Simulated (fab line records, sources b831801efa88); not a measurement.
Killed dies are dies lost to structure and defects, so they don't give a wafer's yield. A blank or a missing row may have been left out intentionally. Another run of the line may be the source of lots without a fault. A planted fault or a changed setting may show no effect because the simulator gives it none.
fab line records	flow gf180mcu
record: lots: 24	wafers: 72	last_day: 34
route steps=602 shown V2@400 M5@533 V5@542 PASSIVATION@590
lots that met no fault: from a run of the same line without faults
start_h: hours from the record's opening day to when the first of the lot's shown wafers began	wait_h: hours from the lot's prior step to this one	" unchanged from the row above	L1.1+2: a row that stands for several wafers	- no value, or no start given	* or withheld: withheld	< > ~ a bound
route shown NAME@n: names a module that has steps shown in the file, with the first one's number in the route	usual: the fault-free wafers' mean and standard deviation	same: alike in all rows	chamber/n: place in a boat	sites: readings site by site	_std_site: the standard deviation of these	_edge_site: the outer-site mean with the inner-site mean subtracted	radius_mm: how far each site lies from the wafer's centre	mask NAME#n: copy n	behind: tool/chamber where the wafer was last shaped	hold: what put the lot on hold/how long, in hours/how the hold closed	device: whichever transistor did not switch (one of n, p or np)	end of line: the tests these same wafers got at the end of their route	a step with no rows: only its recipe	killed: count of dies lost to structure and defects at first sort (not the wafer's yield)	map: a wafer's dies, x killed, . not, _ none there
set.NAME: the setting as run; set.NAME@STEP: as run at that earlier step	model.NAME: the simulator's own value behind a step, which no gauge read
one table for each step of the route and one row for each wafer, over a sample of lots
services: when a tool's chamber went out of use (start_h, in hours from the record's first day, below 0 if earlier), for how many hours, and the reason
== steps ==
step: GF_V2_STRIP_18
recipe: chemistry: O2/N2	power_w: 1400	pressure_mtorr: 1500	platen_temp_c: 250	o2_flow_sccm: 3000	n2_flow_sccm: 300	overash_fraction: 0.5
usual: drypump_motor_current_A: 5.6/0.35	heater_power_w: 334/39	oes_product_au: 0.594/0.005
lot.wafer	tool	chamber	start_h	wait_h	drypump_motor_current_A	heater_power_w	oes_product_au	rf_hours_counter_h
L074.2	plasma_asher-02	0	450.91	-	5.3	399	0.598	36
L074.3	"	0	"	"	5.2	393	0.590	-
L074.4	"	1	"	"	5.6	299	0.595	-
L075.2	plasma_asher-04	0	463.16	-	6.6	389	0.589	84
L075.3	"	1	"	"	5.5	295	0.591	-
L075.5	"	1	"	"	5.5	292	0.593	-
L076.2	plasma_asher-02	1	500.56	-	5.6	302	0.594	41
L076.5	"	0	"	"	5.3	399	0.591	-
L076.6	"	1	"	"	5.6	304	0.592	-
L077.1	plasma_asher-03	0	506.51	-	5.5	306	0.599	7
L077.4	"	0	"	"	5.5	299	0.594	-
L077.6	"	1	"	"	5.5	345	0.595	-
L079.1	plasma_asher-03	1	507.46	-	5.5	338	0.596	7
L079.4	"	0	"	"	5.5	305	0.598	-
L079.6	"	0	"	"	5.5	300	0.594	-
L078.1	plasma_asher-04	0	507.69	-	6.6	378	0.591	89
L078.4	"	1	"	"	5.5	291	0.597	-
L078.6	"	1	"	"	5.5	285	0.594	-
L080.1	plasma_asher-03	0	515.76	-	5.5	300	0.597	8
L080.4	"	1	"	"	5.5	351	0.594	-
L080.6	"	1	"	"	5.5	335	0.598	-
L081.3	plasma_asher-03	1	529.01	-	5.5	340	0.592	-
L081.4	"	0	"	"	5.5	301	0.593	-
L081.5	"	0	"	"	5.5	301	0.595	-
L082.1	plasma_asher-02	1	534.81	-	5.6	304	0.587	46
L082.2	"	0	"	"	5.3	386	0.597	46
L082.3	"	0	"	"	5.3	394	0.595	-
L083.1	plasma_asher-02	1	548.07	-	5.6	295	0.603	47
L083.2	"	0	"	"	5.3	389	0.593	47
L083.3	"	1	"	"	5.6	296	0.590	-
L084.1	plasma_asher-02	1	559.61	-	5.6	298	0.593	49
L084.5	"	0	"	"	5.3	393	0.591	-
L084.6	"	1	"	"	5.7	295	0.595	-
L085.1	plasma_asher-03	1	565.62	-	5.5	343	0.587	13
L085.3	"	0	"	"	5.5	299	0.601	-
L085.4	"	1	"	"	5.5	338	0.598	-
L086.2	plasma_asher-02	0	566.59	-	5.3	398	0.593	50
L086.4	"	1	"	"	5.6	295	0.590	-
L086.5	"	0	"	"	5.3	395	0.592	-
L087.2	plasma_asher-04	1	575.12	-	5.5	290	0.597	95
L087.3	"	0	"	"	6.6	384	0.605	-
L087.6	"	1	"	"	5.5	291	0.591	-
L088.1	plasma_asher-04	0	590.36	-	6.6	384	0.592	97
L088.2	"	1	"	"	5.5	292	0.602	97
L088.5	"	1	"	"	5.5	292	0.595	-
L089.2	plasma_asher-03	0	593.22	-	5.5	298	0.599	17
L089.3	"	1	"	"	5.5	340	0.586	-
L089.5	"	1	"	"	5.5	355	0.594	-
L090.1	plasma_asher-03	0	602.89	-	5.5	300	0.587	18
L090.2	"	1	"	"	5.5	346	0.584	18
L090.3	"	0	"	"	5.5	298	0.593	-
L091.2	plasma_asher-03	0	606.64	-	5.5	305	0.596	18
L091.3	"	0	"	"	5.5	310	0.595	-
L091.4	"	1	"	"	5.5	349	0.597	-
L092.1	plasma_asher-02	0	614.72	-	5.3	401	0.602	56
L092.2	"	1	"	"	5.6	300	0.602	56
L092.4	"	1	"	"	5.7	302	0.600	-
L093.4	plasma_asher-03	0	621.10	-	5.5	301	0.594	-
L093.5	"	1	"	"	5.5	336	0.596	-
L093.6	"	0	"	"	5.5	310	0.598	-
L094.2	plasma_asher-02	0	628.69	-	5.3	392	0.589	58
L094.4	"	0	"	"	5.3	396	0.593	-
L094.6	"	1	"	"	5.6	292	0.589	-
L095.1	plasma_asher-03	0	633.31	-	5.5	306	0.597	21
L095.3	"	1	"	"	5.5	343	0.599	-
L095.6	"	0	"	"	5.5	298	0.585	-
L096.1	plasma_asher-03	1	640.01	-	5.5	345	0.593	22
L096.2	"	0	"	"	5.5	303	0.589	22
L096.5	"	1	"	"	5.5	335	0.597	-
L097.1	plasma_asher-04	0	648.57	-	6.6	381	0.582	104
L097.2	"	1	"	"	5.5	279	0.591	104
L097.6	"	1	"	"	5.5	297	0.590	-
step: GF_M5_CD_MEAS_07
recipe: target_cd_nm: 280
usual: cd_nm: 280.3/1.3
lot.wafer	tool	chamber	start_h	wait_h	cd_nm
L074.2	cd_sem-02	-	596.35	0.1	280.2
L074.3	"	-	"	"	280.3
L074.4	"	-	"	"	280.8
L075.2	cd_sem-02	-	606.32	0.1	278.0
L075.3	"	-	"	"	277.2
L075.5	"	-	"	"	278.1
L076.2	cd_sem-01	-	638.45	0.1	279.3
L076.5	"	-	"	"	280.1
L076.6	"	-	"	"	279.1
L077.1	cd_sem-01	-	642.38	0.1	280.7
L077.4	"	-	"	"	280.3
L077.6	"	-	"	"	280.8
L079.1	cd_sem-01	-	643.15	0.1	280.6
L079.4	"	-	"	"	279.8
L079.6	"	-	"	"	280.8
L078.1	cd_sem-02	-	645.00	0.1	280.7
L078.4	"	-	"	"	280.9
L078.6	"	-	"	"	281.2
L080.1	cd_sem-02	-	649.75	0.1	279.1
L080.4	"	-	"	"	280.5
L080.6	"	-	"	"	279.5
L081.3	cd_sem-01	-	663.54	0.1	279.9
L081.4	"	-	"	"	280.9
L081.5	"	-	"	"	279.3
L082.1	cd_sem-02	-	666.98	0.1	278.6
L082.2	"	-	"	"	278.3
L082.3	"	-	"	"	278.4
L083.1	cd_sem-02	-	679.93	0.1	279.8
L083.2	"	-	"	"	280.1
L083.3	"	-	"	"	279.5
L084.1	cd_sem-01	-	688.01	0.3	279.1
L084.5	"	-	"	"	279.6
L084.6	"	-	"	"	280.1
L085.1	cd_sem-02	-	692.90	0.1	281.5
L085.3	"	-	"	"	280.9
L085.4	"	-	"	"	281.4
L086.2	cd_sem-01	-	693.27	0.1	278.6
L086.4	"	-	"	"	279.5
L086.5	"	-	"	"	279.7
L087.2	cd_sem-02	-	702.60	0.3	281.4
L087.3	"	-	"	"	282.3
L087.6	"	-	"	"	282.0
L088.1	cd_sem-02	-	713.90	0.1	278.9
L088.2	"	-	"	"	278.3
L088.5	"	-	"	"	278.6
L089.2	cd_sem-01	-	717.84	0.1	280.3
L089.3	"	-	"	"	281.0
L089.5	"	-	"	"	280.3
L090.1	cd_sem-01	-	725.97	0.1	281.0
L090.2	"	-	"	"	279.5
L090.3	"	-	"	"	280.7
L091.2	cd_sem-02	-	728.54	0.1	283.0
L091.3	"	-	"	"	282.5
L091.4	"	-	"	"	282.8
L092.1	cd_sem-02	-	736.30	0.1	280.1
L092.2	"	-	"	"	280.1
L092.4	"	-	"	"	279.9
L093.4	cd_sem-01	-	742.26	0.1	281.9
L093.5	"	-	"	"	280.6
L093.6	"	-	"	"	280.7
L094.2	cd_sem-02	-	748.22	0.1	281.5
L094.4	"	-	"	"	279.9
L094.6	"	-	"	"	281.1
L095.1	cd_sem-02	-	751.65	0.1	282.5
L095.3	"	-	"	"	281.6
L095.6	"	-	"	"	282.6
L096.1	cd_sem-01	-	757.55	0.1	280.8
L096.2	"	-	"	"	280.0
L096.5	"	-	"	"	280.1
L097.1	cd_sem-02	-	765.27	0.1	281.3
L097.2	"	-	"	"	281.1
L097.6	"	-	"	"	281.4
step: GF_V5_CVD_02
recipe: material: SiO2	target_thk_nm: 1450	precursor: TEOS	temp_c: 400	time_s: 163.28	rf_w: 600
usual: heater_power_w: 665/100
lot.wafer	tool	chamber	start_h	wait_h	heater_power_w
L074.2	pecvd-04	2	597.60	0.0	719
L074.3	"	0	"	"	834
L074.4	"	1	"	"	578
L075.2	pecvd-04	1	607.34	0.0	467
L075.3	"	0	"	"	718
L075.5	"	2	"	"	609
L076.2	pecvd-04	1	639.35	0.0	542
L076.5	"	1	"	"	570
L076.6	"	0	"	"	805
L077.1	pecvd-03	2	643.30	0.1	736
L077.4	"	2	"	"	598
L077.6	"	0	"	"	788
L079.1	pecvd-02	1	644.12	0.1	571
L079.4	"	2	"	"	674
L079.6	"	1	"	"	629
L078.1	pecvd-03	1	646.05	0.1	784
L078.4	"	1	"	"	639
L078.6	"	2	"	"	589
L080.1	pecvd-02	1	650.71	0.1	627
L080.4	"	1	"	"	517
L080.6	"	2	"	"	544
L081.3	pecvd-03	1	664.51	0.1	755
L081.4	"	0	"	"	829
L081.5	"	0	"	"	658
L082.1	pecvd-04	2	667.94	0.1	677
L082.2	"	1	"	"	521
L082.3	"	0	"	"	806
L083.1	pecvd-02	1	680.85	0.1	524
L083.2	"	0	"	"	541
L083.3	"	2	"	"	604
L084.1	pecvd-03	1	689.36	0.1	723
L084.5	"	1	"	"	810
L084.6	"	1	"	"	649
L085.1	pecvd-04	0	693.86	0.1	725
L085.3	"	2	"	"	587
L085.4	"	0	"	"	838
L086.2	pecvd-03	1	694.35	0.1	806
L086.4	"	1	"	"	738
L086.5	"	1	"	"	797
L087.2	pecvd-04	1	703.52	0.0	496
L087.3	"	0	"	"	685
L087.6	"	1	"	"	555
L088.1	pecvd-04	1	714.83	0.1	543
L088.2	"	2	"	"	673
L088.5	"	2	"	"	726
L089.2	pecvd-04	1	718.76	0.0	552
L089.3	"	0	"	"	824
L089.5	"	1	"	"	457
L090.1	pecvd-02	1	726.91	0.1	649
L090.2	"	2	"	"	695
L090.3	"	0	"	"	659
L091.2	pecvd-02	1	729.45	0.0	599
L091.3	"	0	"	"	588
L091.4	"	1	"	"	628
L092.1	pecvd-04	0	737.24	0.1	767
L092.2	"	2	"	"	694
L092.4	"	1	"	"	459
L093.4	pecvd-02	1	743.22	0.1	517
L093.5	"	2	"	"	537
L093.6	"	0	"	"	515
L094.2	pecvd-03	1	749.13	0.0	669
L094.4	"	0	"	"	676
L094.6	"	1	"	"	766
L095.1	pecvd-03	0	752.60	0.1	824
L095.3	"	1	"	"	771
L095.6	"	2	"	"	691
L096.1	pecvd-03	2	758.48	0.1	749
L096.2	"	1	"	"	682
L096.5	"	1	"	"	758
L097.1	pecvd-04	1	766.24	0.1	535
L097.2	"	2	"	"	667
L097.6	"	2	"	"	727
step: GF_V5_BOW_MEAS_05
recipe: mode: bow
usual: V5_BOW: 133/10
lot.wafer	tool	chamber	start_h	wait_h	V5_BOW[um]
L074.2	film_metro-01	-	598.08	0.1	116
L074.3	"	-	"	"	123
L074.4	"	-	"	"	131
L075.2	film_metro-01	-	607.83	0.1	137
L075.3	"	-	"	"	130
L075.5	"	-	"	"	133
L076.2	film_metro-04	-	639.84	0.1	126
L076.5	"	-	"	"	124
L076.6	"	-	"	"	127
L077.1	film_metro-01	-	643.77	0.1	141
L077.4	"	-	"	"	130
L077.6	"	-	"	"	142
L079.1	film_metro-02	-	644.58	0.2	134
L079.4	"	-	"	"	131
L079.6	"	-	"	"	135
L078.1	film_metro-04	-	646.52	0.1	134
L078.4	"	-	"	"	139
L078.6	"	-	"	"	134
L080.1	film_metro-01	-	651.18	0.2	128
L080.4	"	-	"	"	127
L080.6	"	-	"	"	139
L081.3	film_metro-01	-	665.02	0.2	137
L081.4	"	-	"	"	127
L081.5	"	-	"	"	125
L082.1	film_metro-02	-	668.40	0.1	144
L082.2	"	-	"	"	126
L082.3	"	-	"	"	138
L083.1	film_metro-01	-	681.32	0.1	127
L083.2	"	-	"	"	135
L083.3	"	-	"	"	137
L084.1	film_metro-02	-	690.05	0.2	158
L084.5	"	-	"	"	156
L084.6	"	-	"	"	147
L085.1	film_metro-04	-	694.33	0.1	124
L085.3	"	-	"	"	135
L085.4	"	-	"	"	130
L086.2	film_metro-01	-	695.00	0.2	126
L086.4	"	-	"	"	116
L086.5	"	-	"	"	117
L087.2	film_metro-04	-	704.01	0.1	147
L087.3	"	-	"	"	145
L087.6	"	-	"	"	141
L088.1	film_metro-04	-	715.30	0.1	121
L088.2	"	-	"	"	128
L088.5	"	-	"	"	144
L089.2	film_metro-02	-	719.25	0.1	126
L089.3	"	-	"	"	136
L089.5	"	-	"	"	135
L090.1	film_metro-04	-	727.38	0.2	118
L090.2	"	-	"	"	125
L090.3	"	-	"	"	120
L091.2	film_metro-01	-	729.97	0.1	120
L091.3	"	-	"	"	113
L091.4	"	-	"	"	126
L092.1	film_metro-02	-	737.70	0.1	143
L092.2	"	-	"	"	147
L092.4	"	-	"	"	155
L093.4	film_metro-01	-	743.70	0.3	133
L093.5	"	-	"	"	135
L093.6	"	-	"	"	147
L094.2	film_metro-04	-	749.72	0.2	136
L094.4	"	-	"	"	138
L094.6	"	-	"	"	138
L095.1	film_metro-02	-	753.07	0.1	135
L095.3	"	-	"	"	141
L095.6	"	-	"	"	125
L096.1	film_metro-04	-	758.95	0.1	143
L096.2	"	-	"	"	138
L096.5	"	-	"	"	128
L097.1	film_metro-01	-	766.76	0.1	137
L097.2	"	-	"	"	135
L097.6	"	-	"	"	142
step: GF_PASSIVATION_THK_MEAS_03
recipe: reads: Si3N4_of_PASSIVATION_CVD_02
usual: PASSIVATION_CVD_02_THK: 699/11
lot.wafer	tool	chamber	start_h	wait_h	PASSIVATION_CVD_02_THK[nm]
L074.2	film_metro-03	-	641.19	0.2	710
L074.3	"	-	"	"	699
L074.4	"	-	"	"	718
L075.2	film_metro-01	-	650.06	0.2	677
L075.3	"	-	"	"	677
L075.5	"	-	"	"	682
L076.2	film_metro-03	-	681.00	0.2	690
L076.5	"	-	"	"	726
L076.6	"	-	"	"	714
L077.1	film_metro-03	-	685.28	0.3	690
L077.4	"	-	"	"	701
L077.6	"	-	"	"	703
L079.1	film_metro-01	-	686.17	0.3	687
L079.4	"	-	"	"	691
L079.6	"	-	"	"	697
L078.1	film_metro-01	-	688.31	0.4	681
L078.4	"	-	"	"	702
L078.6	"	-	"	"	690
L080.1	film_metro-04	-	693.52	0.7	688
L080.4	"	-	"	"	701
L080.6	"	-	"	"	697
L081.3	film_metro-01	-	705.32	0.2	691
L081.4	"	-	"	"	706
L081.5	"	-	"	"	706
L082.1	film_metro-01	-	710.28	0.2	701
L082.2	"	-	"	"	703
L082.3	"	-	"	"	701
L083.1	film_metro-01	-	721.21	0.1	700
L083.2	"	-	"	"	691
L083.3	"	-	"	"	695
L084.1	film_metro-04	-	730.67	0.1	687
L084.5	"	-	"	"	711
L084.6	"	-	"	"	721
L085.1	film_metro-03	-	733.36	0.1	699
L085.3	"	-	"	"	712
L085.4	"	-	"	"	715
L086.2	film_metro-03	-	734.10	0.2	688
L086.4	"	-	"	"	702
L086.5	"	-	"	"	705
L087.2	film_metro-01	-	742.41	0.2	705
L087.3	"	-	"	"	684
L087.6	"	-	"	"	700
L088.1	film_metro-04	-	753.31	0.1	704
L088.2	"	-	"	"	694
L088.5	"	-	"	"	712
L089.2	film_metro-01	-	757.38	0.2	690
L089.3	"	-	"	"	702
L089.5	"	-	"	"	705
L090.1	film_metro-04	-	762.96	0.1	689
L090.2	"	-	"	"	689
L090.3	"	-	"	"	689
L091.2	film_metro-03	-	767.26	0.2	687
L091.3	"	-	"	"	689
L091.4	"	-	"	"	693
L092.1	film_metro-04	-	774.11	0.1	692
L092.2	"	-	"	"	708
L092.4	"	-	"	"	706
L093.4	film_metro-04	-	779.52	0.0	708
L093.5	"	-	"	"	705
L093.6	"	-	"	"	722
L094.2	film_metro-03	-	785.68	0.2	683
L094.4	"	-	"	"	690
L094.6	"	-	"	"	695
L095.1	film_metro-03	-	787.84	0.1	699
L095.3	"	-	"	"	684
L095.6	"	-	"	"	698
L096.1	film_metro-03	-	793.18	0.1	689
L096.2	"	-	"	"	696
L096.5	"	-	"	"	698
L097.1	film_metro-01	-	800.36	0.1	695
L097.2	"	-	"	"	709
L097.6	"	-	"	"	720
step: GF_PASSIVATION_ETCH_11
recipe: chemistry: CF4/O2	target_depth_nm: 1800	stop_on: TiN	source_w: 800	bias_w: 150	pressure_mtorr: 150	cf4_flow_sccm: 80	O2_flow_sccm: 10	time_s: 400
usual: bias_w: 150.0/0.44	drypump_motor_current_A: 5.8/0.48	oes_product_au: 0.962/0.0082	throttle_valve_pct: 5.961/0.0094
lot.wafer	tool	chamber	start_h	wait_h	bias_w	drypump_motor_current_A	oes_product_au	rf_hours_counter_h	throttle_valve_pct
L074.2	rie_diel-02	3	660.65	-	150.2	6.2	0.972	21	5.961
L074.3	"	2	"	"	149.8	5.6	0.956	2	5.979
L074.4	"	0	"	"	150.2	6.3	0.976	32	5.973
L075.2	rie_diel-01	3	668.95	-	150.7	5.0	0.949	20	5.949
L075.3	"	0	"	"	149.8	6.5	0.949	10	5.950
L075.5	"	0	"	"	149.9	6.5	0.958	-	5.958
L076.2	rie_diel-04	3	699.40	-	151.3	5.9	0.965	17	5.963
L076.5	"	1	"	"	149.1	5.2	0.988	-	5.962
L076.6	"	0	"	"	149.7	5.7	0.973	-	5.981
L077.1	rie_diel-02	2	704.30	-	149.9	5.6	0.960	4	5.974
L077.4	"	0	"	"	149.5	6.3	0.963	34	5.963
L077.6	"	0	"	"	149.4	6.3	0.964	-	5.976
L079.1	rie_diel-02	0	705.30	-	149.9	6.3	0.962	34	5.978
L079.4	"	3	"	"	150.0	6.2	0.965	23	5.967
L079.6	"	0	"	"	150.6	6.3	0.978	-	5.966
L078.1	rie_diel-01	2	706.85	-	150.9	5.2	0.955	43	5.967
L078.4	"	0	"	"	150.2	6.5	0.956	-	5.951
L078.6	"	2	"	"	150.7	5.2	0.955	-	5.958
L080.1	rie_diel-01	0	712.25	-	150.5	6.5	0.952	12	5.952
L080.4	"	3	"	"	150.3	5.0	0.963	21	5.948
L080.6	"	2	"	"	150.4	5.1	0.963	-	5.953
L081.3	rie_diel-02	0	723.00	-	149.5	6.3	0.951	35	5.967
L081.4	"	2	"	"	150.2	5.6	0.956	5	5.949
L081.5	"	0	"	"	150.1	6.2	0.953	-	5.948
L082.1	rie_diel-02	0	728.20	-	151.1	6.3	0.969	35	5.975
L082.2	"	1	"	"	149.2	5.7	0.965	2	5.957
L082.3	"	2	"	"	149.6	5.6	0.962	5	5.982
L083.1	rie_diel-01	2	738.55	-	149.5	5.1	0.958	44	5.966
L083.2	"	0	"	"	150.5	6.5	0.958	13	5.945
L083.3	"	1	"	"	150.4	5.8	0.959	20	5.944
L084.1	rie_diel-02	3	747.74	-	149.9	6.2	0.958	25	5.958
L084.5	"	1	"	"	149.2	5.7	0.959	-	5.963
L084.6	"	2	"	"	149.8	5.6	0.970	-	5.957
L085.1	rie_diel-02	1	750.70	-	149.8	5.7	0.957	3	5.956
L085.3	"	0	"	"	149.9	6.3	0.961	36	5.972
L085.4	"	3	"	"	150.0	6.3	0.963	25	5.951
L086.2	rie_diel-01	0	751.14	-	150.3	6.5	0.958	13	5.969
L086.4	"	3	"	"	151.2	5.0	0.963	23	5.968
L086.5	"	3	"	"	149.7	5.0	0.957	-	5.962
L087.2	rie_diel-01	1	759.10	-	149.5	5.9	0.956	21	5.971
L087.3	"	3	"	"	149.7	5.0	0.957	24	5.958
L087.6	"	3	"	"	149.3	5.0	0.962	-	5.958
L088.1	rie_diel-02	2	768.84	-	149.5	5.6	0.971	7	5.970
L088.2	"	0	"	"	150.1	6.3	0.963	37	5.962
L088.5	"	0	"	"	150.2	6.3	0.975	-	5.968
L089.2	rie_diel-04	2	773.78	-	150.3	5.9	0.958	43	5.965
L089.3	"	0	"	"	149.7	5.7	0.968	1	5.960
L089.5	"	2	"	"	150.2	5.9	0.967	-	5.951
L090.1	rie_diel-01	0	778.75	-	150.5	6.5	0.955	14	5.964
L090.2	"	3	"	"	149.9	5.0	0.948	24	5.951
L090.3	"	2	"	"	149.5	5.1	0.965	46	5.969
L091.2	rie_diel-01	3	783.43	-	149.8	5.0	0.957	25	5.966
L091.3	"	0	"	"	150.3	6.6	0.965	15	5.960
L091.4	"	3	"	"	149.7	5.0	0.963	-	5.953
L092.1	rie_diel-02	1	789.45	-	149.9	5.7	0.954	5	5.969
L092.2	"	0	"	"	150.0	6.3	0.964	38	5.958
L092.4	"	3	"	"	149.4	6.2	0.965	27	5.956
L093.4	rie_diel-04	2	794.73	-	150.2	5.9	0.970	44	5.954
L093.5	"	2	"	"	150.9	5.9	0.963	-	5.961
L093.6	"	3	"	"	150.2	6.0	0.977	-	5.949
L094.2	rie_diel-04	3	800.53	-	150.3	5.9	0.951	21	5.943
L094.4	"	2	"	"	149.5	5.9	0.966	44	5.962
L094.6	"	2	"	"	149.3	5.9	0.959	-	5.974
L095.1	rie_diel-02	1	802.43	-	149.8	5.8	0.960	6	5.962
L095.3	"	2	"	"	149.8	5.6	0.952	9	5.956
L095.6	"	1	"	"	150.7	5.7	0.967	-	5.952
L096.1	rie_diel-01	2	807.60	-	149.7	5.2	0.959	0	5.959
L096.2	"	1	"	"	149.6	5.8	0.951	23	5.970
L096.5	"	1	"	"	149.9	5.8	0.955	-	5.948
L097.1	rie_diel-02	1	813.90	-	150.6	5.7	0.954	6	5.955
L097.2	"	2	"	"	150.2	5.6	0.970	9	5.955
L097.6	"	3	"	"	150.4	6.2	0.973	-	5.968
== services ==
tool	chamber	start_h	hours	kind
rie_diel-01	1	464.21	2.3	repair
plasma_asher-03	-	468.92	2.8	pm
pecvd-03	-	476.67	1.1	repair
rie_diel-02	2	484.00	10.5	repair
rie_diel-01	1	490.42	3.6	repair
pecvd-03	1	496.18	4.2	repair
plasma_asher-03	-	500.08	6.3	repair
plasma_asher-03	-	508.72	0.9	repair
rie_diel-01	3	547.86	1.3	repair
pecvd-03	-	551.43	4.3	pm
plasma_asher-03	-	565.17	0.3	repair
rie_diel-01	3	581.87	11.9	repair
rie_diel-02	-	637.78	0.7	repair
pecvd-04	-	637.79	0.6	repair
pecvd-02	-	638.73	2.8	pm
rie_diel-02	0	639.55	15.7	repair
pecvd-03	2	659.82	45.5	repair
rie_diel-01	1	662.57	1.7	repair
pecvd-02	-	662.69	2.6	repair
rie_diel-01	1	702.13	9.3	repair
pecvd-02	-	721.82	0.9	repair
plasma_asher-02	-	777.51	21.1	repair
plasma_asher-02	-	798.65	2.8	pm
pecvd-03	-	799.38	14.0	pm
== key ==
fault none
